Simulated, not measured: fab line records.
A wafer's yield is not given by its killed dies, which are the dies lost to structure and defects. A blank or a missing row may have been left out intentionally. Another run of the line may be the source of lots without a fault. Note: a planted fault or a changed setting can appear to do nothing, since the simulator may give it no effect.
fab line records	flow sky130
record: lots: 13	wafers: 39	lastDay: 50
route steps=708 shown DNWELL@43 NWELL@65 SONOS_ONO@173 LDD_HVP@285 PAD_OPEN@708
lots that met no fault: taken from a fault-free run of the same line
startH: hours from the record's opening day to when the first of the lot's shown wafers began	waitH: time in hours since the lot's previous step	" the same as in the row above	L1.1+2: a single row standing in for several wafers	- no value, or no start given	* or withheld: withheld	< > ~ a bound
route shown NAME@n: names a module that has steps shown in the file, with the first one's number in the route	usual: average and standard deviation across the fault-free wafers	same: alike in all rows	chamber/n: place in a boat	sites: per-site readings	_std_site: the values' standard deviation	_edge_site: inner sites' mean taken away from outer sites' mean	radiusMm: for every site, how far away it sits from the centre of the wafer	mask NAME#n: copy n	behind: the most recent tool/chamber to have shaped the wafer	hold: what put the lot on hold/how long, in hours/how the hold closed	device: the n, p or np transistor that did not switch	end of line: the route-end tests of the same wafers	where a step has no rows: the recipe by itself	killed: dies lost to structure and defects at the first sort, not the wafer's yield	map: dies across one wafer; x = killed, . = not, _ = none there
set.NAME: the setting that was run; set.NAME@STEP: the one run at that earlier step	model.NAME: the simulator's own value behind a step, which no gauge read
route steps across a sampled set of lots; one table per step, one row per wafer
services: from which hour (startH, from the record's first day; less than 0 if before it) a tool's chamber was out of use, for how many hours, and why
== steps ==
step: SKY_DNWELL_STRIP_08
recipe: chemistry: O2/N2	powerW: 1400	pressureMtorr: 1500	platenTempC: withheld	o2FlowSccm: 3000	n2FlowSccm: 300	overashFraction: 0.5
usual: drypumpMotorCurrentA: 5.9/0.34	n2FlowSccm: 300.1/0.81	oesProductAu: 0.722/0.0046	stripTimeToEndpointS: 36.94/0.11
lot.wafer	tool	chamber	startH	waitH	drypumpMotorCurrentA	n2FlowSccm	oesProductAu	rfHoursCounterH	stripTimeToEndpointS
L161.1	plasmaAsher-02	0	49.17	0.1	5.9	299.2	0.720	39	36.88
L161.3	"	1	"	"	6.1	299.8	0.728	-	36.90
L161.5	"	1	"	"	6.1	300.7	0.719	-	36.82
L163.2	plasmaAsher-02	1	62.79	0.1	6.1	300.3	0.717	40	36.89
L163.4	"	0	"	"	5.8	299.2	0.714	-	36.89
L163.5	"	0	"	"	5.8	300.4	0.722	-	37.00
L164.2	plasmaAsher-02	0	68.02	0.1	5.8	300.4	0.721	41	36.88
L164.3	"	0	"	"	5.8	300.2	0.722	-	36.79
L164.6	"	1	"	"	6.1	301.0	0.731	-	37.11
L165.1	plasmaAsher-03	0	73.09	0.1	5.4	299.2	0.720	39	36.72
L165.2	"	1	"	"	6.4	299.6	0.710	39	36.79
L165.3	"	1	"	"	6.4	301.7	0.714	-	36.75
L167.2	plasmaAsher-04	0	94.82	0.1	5.6	299.7	0.723	44	37.05
L167.3	"	0	"	"	5.6	299.3	0.725	-	37.08
L167.4	"	1	"	"	6.0	300.5	0.727	-	37.11
L168.1	plasmaAsher-04	1	95.17	0.1	5.9	300.7	0.723	44	37.01
L168.5	"	1	"	"	5.9	300.2	0.724	-	36.97
L168.6	"	0	"	"	5.6	301.4	0.727	-	37.03
L169.1	plasmaAsher-03	0	103.09	0.1	5.4	299.8	0.723	43	37.03
L169.2	"	1	"	"	6.5	299.9	0.719	43	37.03
L169.5	"	1	"	"	6.4	300.9	0.718	-	37.19
L171.3	plasmaAsher-04	0	107.37	0.1	5.6	300.3	0.723	-	36.99
L171.5	"	1	"	"	5.9	300.0	0.729	-	36.88
L171.6	"	0	"	"	5.6	298.7	0.725	-	36.93
L173.1	plasmaAsher-02	1	118.76	0.1	6.1	300.3	0.722	48	36.85
L173.3	"	1	"	"	6.2	299.0	0.729	-	36.83
L173.4	"	0	"	"	5.9	298.9	0.723	-	36.88
L178.2	plasmaAsher-02	1	144.14	0.1	6.1	299.2	0.726	51	37.06
L178.4	"	0	"	"	5.9	300.0	0.727	-	36.82
L178.5	"	1	"	"	6.1	298.2	0.713	-	36.95
L180.1	plasmaAsher-04	1	159.62	0.1	5.9	299.1	0.726	52	37.02
L180.5	"	0	"	"	5.6	299.2	0.722	-	36.81
L180.6	"	1	"	"	5.9	299.2	0.716	-	36.99
L182.1	plasmaAsher-04	0	187.71	0.1	5.6	300.6	0.724	56	37.08
L182.3	"	1	"	"	5.9	300.8	0.731	-	36.93
L182.6	"	0	"	"	5.6	300.4	0.717	-	37.10
L184.1	plasmaAsher-02	1	188.12	0.1	6.1	299.7	0.720	55	36.91
L184.2	"	0	"	"	5.8	299.0	0.733	55	36.89
L184.3	"	1	"	"	6.1	299.8	0.722	-	36.96
step: SKY_NWELL_IMPLANT_12
recipe: species: P	energyKev: 120	doseCm2: 1.3e+12	tiltDeg: withheld
usual: doseIonsCm2: 1.2999e+12/1.3e+09	faradayCurrentUA: 7.30/0.13
same: implantIonAmu: 31
lot.wafer	tool	chamber	startH	waitH	doseIonsCm2	faradayCurrentUA
L161.1	implanter-01	0	79.80	0.1	1.2994e+12	7.37
L161.3	"	0	"	"	1.2982e+12	7.37
L161.5	"	0	"	"	1.2988e+12	7.15
L163.2	implanter-04	0	95.37	0.1	1.2984e+12	7.22
L163.4	"	0	"	"	1.3017e+12	7.31
L163.5	"	0	"	"	1.2999e+12	7.59
L164.2	implanter-02	0	101.12	0.1	1.3018e+12	7.36
L164.3	"	0	"	"	1.3001e+12	7.36
L164.6	"	0	"	"	1.3014e+12	7.26
L165.1	implanter-04	0	106.00	0.1	1.3015e+12	7.27
L165.2	"	0	"	"	1.3015e+12	7.40
L165.3	"	0	"	"	1.3019e+12	7.51
L167.2	implanter-02	0	131.57	0.1	1.3002e+12	7.27
L167.3	"	0	"	"	1.3012e+12	7.21
L167.4	"	0	"	"	1.301e+12	7.27
L168.1	implanter-04	0	131.85	0.1	1.3011e+12	6.87
L168.5	"	0	"	"	1.3008e+12	7.10
L168.6	"	0	"	"	1.2983e+12	7.22
L169.1	implanter-04	0	141.00	0.1	1.407e+12	7.82
L169.2	"	0	"	"	1.4088e+12	7.95
L169.5	"	0	"	"	1.4061e+12	8.00
L171.3	implanter-04	0	145.00	0.1	1.4107e+12	7.82
L171.5	"	0	"	"	1.4114e+12	8.12
L171.6	"	0	"	"	1.4111e+12	7.68
L173.1	implanter-04	0	156.01	0.1	1.4088e+12	8.03
L173.3	"	0	"	"	1.4077e+12	7.87
L173.4	"	0	"	"	1.41e+12	8.07
L178.2	implanter-02	0	182.83	0.1	1.2988e+12	7.55
L178.4	"	0	"	"	1.2982e+12	7.17
L178.5	"	0	"	"	1.2994e+12	7.19
L180.1	implanter-01	0	200.20	0.1	1.3003e+12	7.37
L180.5	"	0	"	"	1.3004e+12	7.30
L180.6	"	0	"	"	1.301e+12	7.13
L182.1	implanter-04	0	231.56	0.1	1.3022e+12	7.23
L182.3	"	0	"	"	1.3009e+12	7.37
L182.6	"	0	"	"	1.3012e+12	7.28
L184.1	implanter-04	0	232.56	0.1	1.2998e+12	7.48
L184.2	"	0	"	"	1.2998e+12	7.54
L184.3	"	0	"	"	1.3004e+12	7.16
step: SKY_SONOS_ONO_THK_MEAS_05
recipe: reads: SiO2_of_SONOS_ONO_CVD_04
usual: SONOS_ONO_CVD_04_THK: 5.77/0.096
lot.wafer	tool	chamber	startH	waitH	SONOS_ONO_CVD_04_THK[nm]
L161.1	filmMetro-03	-	242.32	0.0	5.86
L161.3	"	-	"	"	5.81
L161.5	"	-	"	"	5.80
L163.2	filmMetro-03	-	261.86	0.0	5.63
L163.4	"	-	"	"	5.69
L163.5	"	-	"	"	5.66
L164.2	filmMetro-01	-	272.05	0.0	5.66
L164.3	"	-	"	"	5.71
L164.6	"	-	"	"	5.76
L165.1	filmMetro-03	-	291.39	0.0	5.68
L165.2	"	-	"	"	5.76
L165.3	"	-	"	"	5.76
L167.2	filmMetro-04	-	310.94	0.0	5.83
L167.3	"	-	"	"	5.83
L167.4	"	-	"	"	5.82
L168.1	filmMetro-04	-	312.18	0.0	5.70
L168.5	"	-	"	"	5.76
L168.6	"	-	"	"	5.71
L169.1	filmMetro-04	-	327.72	0.0	5.78
L169.2	"	-	"	"	5.77
L169.5	"	-	"	"	5.78
L171.3	filmMetro-01	-	330.15	0.0	5.79
L171.5	"	-	"	"	5.70
L171.6	"	-	"	"	5.68
L173.1	filmMetro-01	-	346.57	0.0	5.97
L173.3	"	-	"	"	5.86
L173.4	"	-	"	"	5.82
L178.2	filmMetro-03	-	383.37	0.0	5.87
L178.4	"	-	"	"	5.73
L178.5	"	-	"	"	5.84
L180.1	filmMetro-04	-	407.79	0.0	5.74
L180.5	"	-	"	"	5.62
L180.6	"	-	"	"	5.69
L182.1	filmMetro-04	-	449.72	0.0	5.62
L182.3	"	-	"	"	5.69
L182.6	"	-	"	"	5.67
L184.1	filmMetro-03	-	452.33	0.0	5.74
L184.2	"	-	"	"	5.80
L184.3	"	-	"	"	5.83
step: SKY_LDD_HVP_OVL_MEAS_07
usual: LDD_HVP_OVL: -0.5/1.3
lot.wafer	tool	chamber	startH	waitH	LDD_HVP_OVL[nm]
L161.1	overlay-02	-	478.22	0.1	-0.5
L161.3	"	-	"	"	-0.6
L161.5	"	-	"	"	-0.5
L163.2	overlay-02	-	500.89	0.1	-0.7
L163.4	"	-	"	"	-2.2
L163.5	"	-	"	"	-2.1
L164.2	overlay-02	-	514.24	0.1	-0.3
L164.3	"	-	"	"	-2.1
L164.6	"	-	"	"	-0.7
L165.1	overlay-02	-	532.44	0.1	-0.5
L165.2	"	-	"	"	-0.4
L165.3	"	-	"	"	-0.5
L167.2	overlay-01	-	556.21	0.1	-2.6
L167.3	"	-	"	"	-1.2
L167.4	"	-	"	"	-2.5
L168.1	overlay-02	-	560.07	0.1	0.9
L168.5	"	-	"	"	-0.2
L168.6	"	-	"	"	0.1
L169.1	overlay-02	-	574.79	0.1	-0.1
L169.2	"	-	"	"	0.5
L169.5	"	-	"	"	0.9
L171.3	overlay-02	-	582.57	0.1	0.8
L171.5	"	-	"	"	0.9
L171.6	"	-	"	"	0.9
L173.1	overlay-01	-	595.77	0.1	-0.9
L173.3	"	-	"	"	1.0
L173.4	"	-	"	"	0.6
L178.2	overlay-01	-	630.74	0.1	-0.9
L178.4	"	-	"	"	-0.7
L178.5	"	-	"	"	0.3
L180.1	overlay-01	-	656.39	0.1	0.2
L180.5	"	-	"	"	-0.5
L180.6	"	-	"	"	0.5
L182.1	overlay-02	-	693.14	0.1	-0.7
L182.3	"	-	"	"	-2.0
L182.6	"	-	"	"	-0.7
L184.1	overlay-02	-	701.21	0.1	0.7
L184.2	"	-	"	"	-0.1
L184.3	"	-	"	"	0.6
step: SKY_PAD_OPEN_PROBE_99
usual: killed_at_M0_to_M3: 43/6.6	killed_at_M4_up: 3.1/1.6	killedAtContacts: 23/5.6	killedAtFrontEnd: 15/4.2	killedAtOther: 0.2/0.43	killedDies: 85/9.3	killedOpen: 46/6.6	killedShort: 39/6.2
same: grossDies: 492	killedAtBackSide: 0
lot.wafer	tool	chamber	startH	waitH	killed_at_M0_to_M3	killed_at_M4_up	killedAtContacts	killedAtFrontEnd	killedAtOther	killedDies	killedOpen	killedShort
L163.2	prober-01	-	1073.31	0.1	49	5	24	15	0	93	47	46
L163.4	prober-01	-	1073.41	0.2	53	2	10	11	1	77	51	26
L163.5	prober-01	-	1073.46	0.2	51	3	23	17	0	94	52	42
L169.1	prober-01	-	1121.18	0.1	47	3	21	9	0	80	38	42
L169.2	prober-01	-	1121.23	0.1	36	2	30	9	0	77	42	35
L169.5	prober-01	-	1121.38	0.2	38	4	24	11	0	77	42	35
L171.3	prober-02	-	1131.12	0.2	56	5	14	16	0	91	45	46
L171.5	prober-02	-	1131.22	0.2	44	5	25	7	0	81	47	34
L171.6	prober-02	-	1131.27	0.2	52	4	23	15	0	94	62	32
killed by level:class
L163.2 VIA1:geometricParticle:open=12 VIA1:geometricParticle:short=9 CONTACT:geometricParticle:open=8 METAL1:geometricParticle:short=8 VIA3:geometricParticle:open=7 LI_CONTACT:geometricParticle:short=6 POLY_GATE:geometricParticle:short=5 CONTACT:geometricParticle:short=4
L163.4 VIA1:geometricParticle:open=18 VIA2:geometricParticle:open=9 VIA3:geometricParticle:open=8 POLY_GATE:geometricParticle:open=5 CONTACT:geometricParticle:open=5 VIA1:geometricParticle:short=5 METAL2:geometricParticle:short=4 METAL1:geometricParticle:short=3
L163.5 VIA2:geometricParticle:open=11 VIA1:geometricParticle:open=9 LI_CONTACT:geometricParticle:open=8 CONTACT:geometricParticle:open=6 FIELD_ISO:geometricParticle:short=5 POLY_GATE:geometricParticle:open=5 METAL2:geometricParticle:short=5 VIA1:geometricParticle:short=5
L169.1 VIA3:geometricParticle:open=10 VIA1:geometricParticle:open=7 VIA2:geometricParticle:open=6 VIA1:geometricParticle:short=6 METAL2:geometricParticle:short=6 LI_CONTACT:geometricParticle:open=5 LOCAL_INTERCONNECT:geometricParticle:short=5 CONTACT:geometricParticle:short=5
L169.2 LI_CONTACT:geometricParticle:open=14 CONTACT:geometricParticle:open=7 VIA1:geometricParticle:open=7 METAL2:geometricParticle:short=6 VIA3:geometricParticle:open=5 LOCAL_INTERCONNECT:geometricParticle:short=4 METAL1:geometricParticle:short=4 VIA1:geometricParticle:short=4
L169.5 VIA1:geometricParticle:open=11 CONTACT:geometricParticle:open=9 VIA2:geometricParticle:open=8 LOCAL_INTERCONNECT:geometricParticle:short=5 CONTACT:geometricParticle:short=5 FIELD_ISO:geometricParticle:short=4 LI_CONTACT:geometricParticle:open=4 METAL1:geometricParticle:short=4
L171.3 VIA1:geometricParticle:open=10 VIA1:geometricParticle:short=9 METAL1:geometricParticle:short=8 VIA2:geometricParticle:open=7 VIA3:geometricParticle:open=7 VIA3:geometricParticle:short=6 POLY_GATE:geometricParticle:short=5 LI_CONTACT:geometricParticle:short=5
L171.5 CONTACT:geometricParticle:open=11 VIA1:geometricParticle:open=10 LI_CONTACT:geometricParticle:open=9 VIA2:geometricParticle:open=8 VIA1:geometricParticle:short=5 METAL4:geometricParticle:short=5 VIA3:geometricParticle:open=5 METAL2:geometricParticle:short=4
L171.6 VIA1:geometricParticle:open=18 VIA2:geometricParticle:open=12 CONTACT:geometricParticle:open=9 LI_CONTACT:geometricParticle:open=8 FIELD_ISO:geometricParticle:open=5 METAL2:geometricParticle:short=5 FIELD_ISO:geometricParticle:short=4 METAL1:geometricParticle:short=4
== services ==
tool	chamber	startH	hours	kind
implanter-01	-	75.02	0.6	repair
implanter-04	-	82.48	5.8	repair
implanter-01	-	87.77	2.5	repair
plasmaAsher-03	-	108.75	9.0	pm
plasmaAsher-03	0	108.75	9.0	ventCycle
plasmaAsher-03	1	108.75	9.0	ventCycle
plasmaAsher-03	0	117.75	-	clean
plasmaAsher-03	1	117.75	-	clean
implanter-01	-	125.53	1.8	repair
implanter-02	-	125.92	4.7	pm
implanter-01	-	133.93	6.3	pm
implanter-02	-	152.98	4.2	pm
implanter-02	-	165.81	1.4	repair
plasmaAsher-03	-	173.69	13.6	repair
plasmaAsher-04	-	207.58	3.2	repair
implanter-01	-	220.70	0.8	repair
== key ==
firstSign: step: SKY_NWELL_IMPLANT_12	reading: doseIonsCm2	direction: up	sigmas: 85	usual: *	struck: *
effect: step: SKY_NWELL_IMPLANT_12	reading: faradayCurrentUA	direction: up	sigmas: 4.7	usual: 7.30	struck: 7.93
metAt SKY_NWELL_IMPLANT_12
struckLots L169,L171,L173
testerLeftOut L169,L171,L173
notActingAt SKY_DNWELL_STRIP_08,SKY_SONOS_ONO_THK_MEAS_05,SKY_LDD_HVP_OVL_MEAS_07
onsetBetween 131.85 141.00
fault: kind: processParameterDrift	tool: implanter-04	chamber: -	onsetH: 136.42	steps: SKY_NWELL_IMPLANT_12	channel: doseCm2	offset: *	shape: step	endH: 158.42	actsIn: *	stated: *
testerLeftOut: of these lots the tester's yield and bins aren't shown, on N5 and GAA mostly nor the transistor test; their killed dies are dies lost to structure and defects alone, not to doping, threshold or leakage, so they don't give the yield
